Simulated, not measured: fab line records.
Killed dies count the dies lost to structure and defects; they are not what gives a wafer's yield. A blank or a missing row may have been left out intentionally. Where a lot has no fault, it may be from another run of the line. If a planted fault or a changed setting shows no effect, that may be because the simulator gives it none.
fab line records	flow sky130
record lots=11	wafers=33	last_day=50
route steps=708 shown CONTACT@423 VIA1@459 CAPM@537 METAL3@567 PAD_OPEN@708
lots that met no fault: from a run of the same line without faults
start_h: the number of hours between the record's first day and the start of the first shown wafer of the lot	wait_h: how many hours have passed since the lot's step before this one	" as in the row above	L1.1+2: a single row standing in for several wafers	- no value present, or no start provided	* or withheld: withheld	< > ~ a bound
route shown NAME@n: NAME is a module with steps in the file, n the number in the route of the first one	usual: the fault-free wafers' mean and standard deviation	same: alike in all rows	chamber/n: place in a boat	sites: the reading at each site	_std_site: standard deviation of those values	_edge_site: outer sites' mean less inner sites'	radius_mm: how far each site lies from the wafer's centre	mask NAME#n: copy n	behind: the tool/chamber that last shaped the wafer	hold: why the lot went on hold/how many hours it stayed there/how the hold came to an end	device: transistor that didn't switch, given as n, p or np	end of line: the same wafers' tests at the end of the route	a step without rows: its recipe alone	killed: dies lost to structure and defects at the first sort, not the wafer's yield	map: a wafer's dies, marking killed ones x, the rest . and places with no die _
set.NAME: the setting the step ran with; set.NAME@STEP: the setting that earlier step ran with	model.NAME: the simulator's own value behind a step, which no gauge read
steps of the route over a sample of lots; a table a step, a row a wafer
services: the hour from which a tool's chamber was out of use, counted from the record's first day as start_h (under 0 if before that day), plus the number of hours and why
## steps
# step SKY_CONTACT_ETCH_17
# recipe target=SiO2	chemistry=C4F8/O2/Ar	stop_on=Si3N4	mask_material=KrF-thick	source_w=1500	bias_w=1200	pressure_mtorr=40	c4f8_flow_sccm=withheld	O2_flow_sccm=6	Ar_flow_sccm=300	time_s=withheld	target_depth_a=3400
# usual oes_product_au=0.891/0.0045
lot.wafer	tool	chamber	start_h	wait_h	oes_product_au
L653.1	rie_diel-01	1	732.27	0.0	0.887
L653.5	"	3	"	"	0.886
L653.6	"	2	"	"	0.890
L654.2	rie_diel-03	2	740.65	0.0	0.887
L654.3	"	3	"	"	0.885
L654.4	"	0	"	"	0.889
L658.1	rie_diel-01	3	769.93	0.0	0.890
L658.3	"	1	"	"	0.897
L658.5	"	0	"	"	0.885
L656.1	rie_diel-04	0	772.02	0.0	0.886
L656.4	"	1	"	"	0.892
L656.6	"	3	"	"	0.892
L659.3	rie_diel-01	3	775.58	0.0	0.889
L659.4	"	2	"	"	0.882
L659.5	"	3	"	"	0.880
L660.1	rie_diel-03	3	794.12	0.0	0.890
L660.2	"	0	"	"	0.889
L660.4	"	1	"	"	0.894
L663.1	rie_diel-04	0	811.34	0.0	0.883
L663.3	"	2	"	"	0.900
L663.5	"	1	"	"	0.886
L664.1	rie_diel-01	3	820.67	0.0	0.892
L664.5	"	1	"	"	0.885
L664.6	"	2	"	"	0.895
L671.2	rie_diel-01	2	872.14	0.0	0.889
L671.4	"	0	"	"	0.893
L671.6	"	0	"	"	0.893
L672.2	rie_diel-01	2	881.00	0.0	0.897
L672.4	"	1	"	"	0.894
L672.6	"	3	"	"	0.887
L675.1	rie_diel-01	0	892.79	0.0	0.888
L675.3	"	3	"	"	0.888
L675.5	"	0	"	"	0.888
# step SKY_VIA1_THK_MEAS_01
# recipe reads=SiO2_of_VIA1_HDPCVD_00
# usual VIA1_HDPCVD_THK=1031/9.5
lot.wafer	tool	chamber	start_h	wait_h	VIA1_HDPCVD_THK[nm]
L653.1	film_metro-04	-	761.63	0.1	1014
L653.5	"	-	"	"	1026
L653.6	"	-	"	"	1014
L654.2	film_metro-04	-	770.73	0.1	1018
L654.3	"	-	"	"	1041
L654.4	"	-	"	"	1042
L658.1	film_metro-04	-	799.75	0.1	1026
L658.3	"	-	"	"	1032
L658.5	"	-	"	"	1041
L656.1	film_metro-02	-	801.26	0.1	1023
L656.4	"	-	"	"	1024
L656.6	"	-	"	"	1050
L659.3	film_metro-02	-	804.25	0.1	1031
L659.4	"	-	"	"	1018
L659.5	"	-	"	"	1038
L660.1	film_metro-03	-	823.33	0.1	1026
L660.2	"	-	"	"	1012
L660.4	"	-	"	"	1022
L663.1	film_metro-03	-	839.99	0.1	1033
L663.3	"	-	"	"	1030
L663.5	"	-	"	"	1024
L664.1	film_metro-03	-	849.88	0.1	1025
L664.5	"	-	"	"	1038
L664.6	"	-	"	"	1024
L671.2	film_metro-02	-	899.60	0.1	1042
L671.4	"	-	"	"	1035
L671.6	"	-	"	"	1046
L672.2	film_metro-04	-	909.32	0.1	1034
L672.4	"	-	"	"	1027
L672.6	"	-	"	"	1031
L675.1	film_metro-03	-	919.83	0.1	1039
L675.3	"	-	"	"	1035
L675.5	"	-	"	"	1027
# step SKY_CAPM_CVD_00
# recipe material=SiO2	target_thk_nm=15.5	temp_c=400	time_s=withheld	rf_w=450
# usual heater_power_w=696/88	rf_fwd_power_W=442.1/2.5
lot.wafer	tool	chamber	start_h	wait_h	heater_power_w	rf_fwd_power_W
L653.1	pecvd-02	0	847.34	0.0	902	441.2
L653.5	"	1	"	"	668	444.3
L653.6	"	2	"	"	813	443.8
L654.2	pecvd-02	0	854.73	0.0	752	440.7
L654.3	"	2	"	"	813	443.0
L654.4	"	1	"	"	572	442.9
L658.1	pecvd-02	0	883.71	0.0	815	439.5
L658.3	"	2	"	"	753	442.7
L658.5	"	1	"	"	601	440.6
L656.1	pecvd-01	1	884.69	0.0	826	443.0
L656.4	"	2	"	"	601	441.2
L656.6	"	0	"	"	650	436.5
L659.3	pecvd-02	0	886.73	0.0	909	439.6
L659.4	"	1	"	"	672	444.1
L659.5	"	0	"	"	908	437.0
L660.1	pecvd-02	1	908.27	0.0	644	369.2
L660.2	"	0	"	"	842	364.6
L660.4	"	1	"	"	625	370.6
L663.1	pecvd-04	0	921.81	0.0	759	447.2
L663.3	"	1	"	"	683	440.4
L663.5	"	1	"	"	675	442.0
L664.1	pecvd-02	0	930.87	0.0	905	366.0
L664.5	"	2	"	"	808	369.8
L664.6	"	0	"	"	925	367.5
L671.2	pecvd-04	2	975.81	0.0	613	445.3
L671.4	"	0	"	"	644	446.9
L671.6	"	2	"	"	620	444.6
L672.2	pecvd-01	2	987.76	0.0	731	443.2
L672.4	"	1	"	"	730	442.6
L672.6	"	0	"	"	679	439.0
L675.1	pecvd-01	1	997.18	0.0	745	444.2
L675.3	"	2	"	"	681	442.6
L675.5	"	0	"	"	658	440.4
# step SKY_CAPM_THK_MEAS_01
# recipe reads=SiO2_of_CAPM_CVD_00
# usual CAPM_CVD_00_THK=15.44/0.2
lot.wafer	tool	chamber	start_h	wait_h	CAPM_CVD_00_THK[nm]
L653.1	film_metro-01	-	847.36	-	15.12
L653.5	"	-	"	"	15.42
L653.6	"	-	"	"	15.30
L654.2	film_metro-04	-	854.76	-	15.34
L654.3	"	-	"	"	15.39
L654.4	"	-	"	"	15.81
L658.1	film_metro-03	-	883.73	-	15.38
L658.3	"	-	"	"	15.19
L658.5	"	-	"	"	15.91
L656.1	film_metro-04	-	884.71	-	15.20
L656.4	"	-	"	"	15.51
L656.6	"	-	"	"	15.35
L659.3	film_metro-01	-	886.78	-	15.37
L659.4	"	-	"	"	15.52
L659.5	"	-	"	"	15.47
L660.1	film_metro-03	-	908.30	-	14.42
L660.2	"	-	"	"	14.41
L660.4	"	-	"	"	14.44
L663.1	film_metro-03	-	921.83	-	15.39
L663.3	"	-	"	"	15.11
L663.5	"	-	"	"	15.50
L664.1	film_metro-01	-	930.90	-	14.62
L664.5	"	-	"	"	14.54
L664.6	"	-	"	"	14.55
L671.2	film_metro-03	-	975.84	-	15.31
L671.4	"	-	"	"	15.64
L671.6	"	-	"	"	15.56
L672.2	film_metro-01	-	987.79	-	15.47
L672.4	"	-	"	"	15.56
L672.6	"	-	"	"	15.55
L675.1	film_metro-01	-	997.20	-	15.52
L675.3	"	-	"	"	15.63
L675.5	"	-	"	"	15.70
# step SKY_CAPM_STRIP_14
# recipe chemistry=O2/N2	power_w=1400	pressure_mtorr=1500	platen_temp_c=withheld	o2_flow_sccm=3000	n2_flow_sccm=300	overash_fraction=0.5
# usual drypump_motor_current_A=5.2/0.41	oes_product_au=0.710/0.0041	strip_time_to_endpoint_s=12.66/0.044
lot.wafer	tool	chamber	start_h	wait_h	drypump_motor_current_A	oes_product_au	rf_hours_counter_h	strip_time_to_endpoint_s
L653.1	plasma_asher-01	0	874.05	0.1	5.9	0.716	13	12.61
L653.5	"	0	"	"	5.9	0.711	-	12.61
L653.6	"	1	"	"	5.7	0.703	-	12.64
L654.2	plasma_asher-02	1	880.58	0.1	4.8	0.709	101	12.66
L654.3	"	1	"	"	4.8	0.707	-	12.65
L654.4	"	0	"	"	4.8	0.707	-	12.65
L658.1	plasma_asher-04	0	909.00	0.1	5.4	0.711	49	12.71
L658.3	"	0	"	"	5.4	0.708	-	12.73
L658.5	"	1	"	"	5.3	0.707	-	12.70
L656.1	plasma_asher-02	0	910.05	0.1	4.9	0.720	104	12.60
L656.4	"	0	"	"	4.8	0.712	-	12.54
L656.6	"	0	"	"	4.9	0.704	-	12.61
L659.3	plasma_asher-01	0	911.98	0.1	5.9	0.713	-	12.67
L659.4	"	1	"	"	5.7	0.714	-	12.62
L659.5	"	0	"	"	5.9	0.714	-	12.64
L660.1	plasma_asher-01	1	933.25	0.1	5.7	0.708	19	12.69
L660.2	"	0	"	"	5.9	0.713	19	12.68
L660.4	"	1	"	"	5.7	0.705	-	12.62
L663.1	plasma_asher-01	0	946.35	0.1	5.9	0.707	20	12.54
L663.3	"	0	"	"	5.8	0.707	-	12.60
L663.5	"	1	"	"	5.7	0.709	-	12.62
L664.1	plasma_asher-01	0	956.04	0.1	5.9	0.707	21	12.73
L664.5	"	0	"	"	5.9	0.711	-	12.75
L664.6	"	1	"	"	5.6	0.710	-	12.76
L671.2	plasma_asher-02	1	998.60	0.1	4.8	0.710	113	12.62
L671.4	"	0	"	"	4.8	0.716	-	12.62
L671.6	"	0	"	"	4.8	0.717	-	12.64
L672.2	plasma_asher-04	0	1011.65	0.1	5.4	0.717	58	12.71
L672.4	"	1	"	"	5.3	0.705	-	12.72
L672.6	"	1	"	"	5.3	0.711	-	12.64
L675.1	plasma_asher-04	1	1020.94	0.1	5.3	0.714	59	12.60
L675.3	"	0	"	"	5.4	0.706	-	12.61
L675.5	"	1	"	"	5.3	0.704	-	12.65
# step SKY_METAL3_ETCH_17
# recipe target=SiO2	stop_on=TiN	chemistry=C4F8/O2/Ar	source_w=1500	bias_w=1200	pressure_mtorr=40	c4f8_flow_sccm=withheld	O2_flow_sccm=6	Ar_flow_sccm=300	time_s=3.9	target_depth_a=150
# usual oes_product_au=0.753/0.0066
lot.wafer	tool	chamber	start_h	wait_h	oes_product_au
L653.1	rie_diel-02	3	900.13	0.1	0.749
L653.5	"	3	"	"	0.750
L653.6	"	2	"	"	0.754
L654.2	rie_diel-04	0	906.38	0.1	0.747
L654.3	"	2	"	"	0.756
L654.4	"	3	"	"	0.761
L658.1	rie_diel-01	2	934.49	0.1	0.750
L658.3	"	1	"	"	0.748
L658.5	"	2	"	"	0.757
L656.1	rie_diel-02	0	935.83	0.1	0.752
L656.4	"	3	"	"	0.758
L656.6	"	0	"	"	0.758
L659.3	rie_diel-02	0	937.34	0.0	0.759
L659.4	"	3	"	"	0.756
L659.5	"	2	"	"	0.757
L660.1	rie_diel-01	2	958.28	0.1	0.730
L660.2	"	0	"	"	0.723
L660.4	"	2	"	"	0.726
L663.1	rie_diel-01	0	970.98	0.1	0.749
L663.3	"	1	"	"	0.747
L663.5	"	0	"	"	0.757
L664.1	rie_diel-01	2	980.88	0.1	0.734
L664.5	"	0	"	"	0.724
L664.6	"	2	"	"	0.734
L671.2	rie_diel-04	3	1022.74	0.1	0.739
L671.4	"	0	"	"	0.758
L671.6	"	2	"	"	0.754
L672.2	rie_diel-02	2	1034.79	0.1	0.749
L672.4	"	0	"	"	0.763
L672.6	"	3	"	"	0.759
L675.1	rie_diel-02	0	1044.28	0.1	0.759
L675.3	"	2	"	"	0.758
L675.5	"	3	"	"	0.750
# step SKY_PAD_OPEN_PROBE_99
# usual defect_limited_yield=82.4/1.9	killed_at_M0_to_M3=43/7.5	killed_at_M4_up=3.3/1.9	killed_at_contacts=24/4.6	killed_at_front_end=16/4.9	killed_at_other=0.2/0.46	killed_dies=87/9.1	killed_open=47/7.4	killed_short=39/6.6	sort_bin_3_pad_short=0.9/0.43	sort_bin_5_function=10.3/1.4	sort_bin_6_memory=6.4/1.1	sort_n_pass=405/9.1	sort_yield_pct=82.4/1.9
# same gross_dies=492	killed_at_back_side=0	sort_bin_4_leakage[%]=0	sort_bin_8_speed[%]=0
lot.wafer	tool	chamber	start_h	wait_h	defect_limited_yield[%]	killed_at_M0_to_M3	killed_at_M4_up	killed_at_contacts	killed_at_front_end	killed_at_other	killed_dies	killed_open	killed_short	sort_bin_3_pad_short[%]	sort_bin_5_function[%]	sort_bin_6_memory[%]	sort_n_pass	sort_yield_pct[%]
L658.1	prober-02	-	1102.44	0.1	84.8	37	4	20	14	0	75	40	35	0.8	9.3	5.1	417	84.8
L658.3	prober-02	-	1102.54	0.2	81.5	49	1	29	12	0	91	48	42	1.4	11.0	6.1	401	81.5
L658.5	prober-02	-	1102.64	0.2	87.6	37	3	13	8	0	61	24	37	0.8	7.5	4.1	431	87.6
L664.1	prober-01	-	1140.52	0.1	79.9	62	2	25	10	0	99	58	41	1.2	10.4	8.5	393	79.9
L664.5	prober-01	-	1140.72	0.2	83.7	39	5	21	15	0	80	36	44	0.6	10.0	5.7	412	83.7
L664.6	prober-01	-	1140.77	0.2	82.5	32	1	33	20	0	86	45	40	1.0	10.0	6.5	406	82.5
L671.2	prober-02	-	1174.01	0.1	78.9	48	7	28	20	1	104	62	42	0.6	12.6	7.9	388	78.9
L671.4	prober-02	-	1174.11	0.2	83.5	48	5	19	9	0	81	42	38	1.6	8.5	6.3	411	83.5
L671.6	prober-02	-	1174.21	0.2	84.6	40	6	17	13	0	76	42	33	0.6	10.0	4.9	416	84.6
# killed by level:class
L658.1 VIA1:geometric_particle:open=9 LI_CONTACT:geometric_particle:open=7 METAL2:geometric_particle:short=5 LI_CONTACT:geometric_particle:short=4 LOCAL_INTERCONNECT:geometric_particle:short=4 VIA2:geometric_particle:open=4 VIA3:geometric_particle:short=4 POLY_GATE:geometric_particle:short=3
L658.3 VIA1:geometric_particle:open=14 CONTACT:geometric_particle:open=7 CONTACT:geometric_particle:short=7 METAL2:geometric_particle:short=6 LI_CONTACT:geometric_particle:open=6 METAL1:geometric_particle:short=6 VIA2:geometric_particle:open=5 LI_CONTACT:geometric_particle:short=4
L658.5 VIA2:geometric_particle:open=7 VIA1:geometric_particle:short=5 METAL3:geometric_particle:short=5 VIA3:geometric_particle:short=5 VIA1:geometric_particle:open=4 METAL1:geometric_particle:short=4 LI_CONTACT:geometric_particle:open=4 CONTACT:geometric_particle:open=4
L664.1 VIA1:geometric_particle:open=11 CONTACT:geometric_particle:open=11 VIA3:geometric_particle:open=9 VIA2:geometric_particle:open=7 METAL1:geometric_particle:short=7 CONTACT:geometric_particle:short=6 VIA1:geometric_particle:short=5 VIA2:geometric_particle:short=5
L664.5 VIA1:geometric_particle:open=10 LI_CONTACT:geometric_particle:open=7 CONTACT:geometric_particle:short=7 VIA3:geometric_particle:open=6 METAL1:geometric_particle:short=5 VIA1:geometric_particle:short=5 FIELD_ISO:geometric_particle:short=4 METAL4:geometric_particle:short=4
L664.6 CONTACT:geometric_particle:open=12 LI_CONTACT:geometric_particle:open=10 VIA1:geometric_particle:open=9 CONTACT:geometric_particle:short=6 FIELD_ISO:geometric_particle:short=5 POLY_GATE:geometric_particle:short=4 METAL2:geometric_particle:short=4 VIA3:geometric_particle:short=4
L671.2 VIA3:geometric_particle:open=11 LI_CONTACT:geometric_particle:open=10 CONTACT:geometric_particle:open=8 METAL1:geometric_particle:short=8 VIA2:geometric_particle:open=6 POLY_GATE:geometric_particle:open=5 VIA1:geometric_particle:open=5 POLY_GATE:geometric_particle:short=4
L671.4 VIA1:geometric_particle:open=10 VIA3:geometric_particle:open=10 CONTACT:geometric_particle:open=7 VIA2:geometric_particle:short=6 LOCAL_INTERCONNECT:geometric_particle:short=4 METAL2:geometric_particle:short=4 VIA3:geometric_particle:short=4 FIELD_ISO:geometric_particle:short=3
L671.6 CONTACT:geometric_particle:open=8 VIA3:geometric_particle:open=8 VIA1:geometric_particle:open=7 VIA2:geometric_particle:open=7 VIA1:geometric_particle:short=6 LI_CONTACT:geometric_particle:open=4 METAL1:geometric_particle:short=4 FIELD_ISO:geometric_particle:open=3
## services
tool	chamber	start_h	hours	kind
rie_diel-02	1	730.40	16.5	repair
plasma_asher-01	-	733.79	9.0	pm
rie_diel-04	-	758.72	1.2	repair
rie_diel-04	2	765.25	5.3	repair
rie_diel-04	-	775.12	0.5	repair
plasma_asher-04	-	791.74	1.2	repair
plasma_asher-02	-	809.08	1.4	repair
rie_diel-01	3	813.41	4.5	repair
rie_diel-02	-	840.04	3.4	repair
rie_diel-01	2	846.09	5.6	repair
rie_diel-02	-	862.09	0.6	repair
rie_diel-04	2	882.00	5.9	repair
pecvd-02	2	886.03	9.3	repair
plasma_asher-04	-	889.64	0.5	repair
rie_diel-02	1	908.29	15.2	repair
rie_diel-01	-	911.94	0.7	repair
rie_diel-01	2	917.34	16.8	repair
pecvd-02	-	942.55	3.3	repair
rie_diel-01	3	957.04	31.2	repair
plasma_asher-01	-	964.92	2.0	repair
rie_diel-04	3	976.97	8.4	repair
rie_diel-01	3	1018.43	3.9	repair
plasma_asher-01	-	1018.81	2.8	pm
pecvd-01	-	1023.97	0.2	repair
## key
first_sign step=SKY_CAPM_CVD_00	reading=rf_fwd_power_W	direction=down	sigmas=29	usual=442.1	struck=367.9
effect step=SKY_CAPM_THK_MEAS_01	reading=CAPM_CVD_00_THK	direction=down	sigmas=4.8	usual=15.44	struck=14.50
effect step=SKY_METAL3_ETCH_17	reading=oes_product_au	direction=down	sigmas=3.7	usual=0.753	struck=0.728
met_at SKY_CAPM_CVD_00
struck_lots L660,L664
not_acting_at SKY_CONTACT_ETCH_17,SKY_VIA1_THK_MEAS_01,SKY_CAPM_STRIP_14
onset_between 886.73 908.27
fault kind=process_parameter_drift	tool=pecvd-02	chamber=-	onset_h=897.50	steps=SKY_CAPM_CVD_00	channel=rf_w	offset=-72	shape=step	end_h=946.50	acts_in=these_recipes_only	stated=450
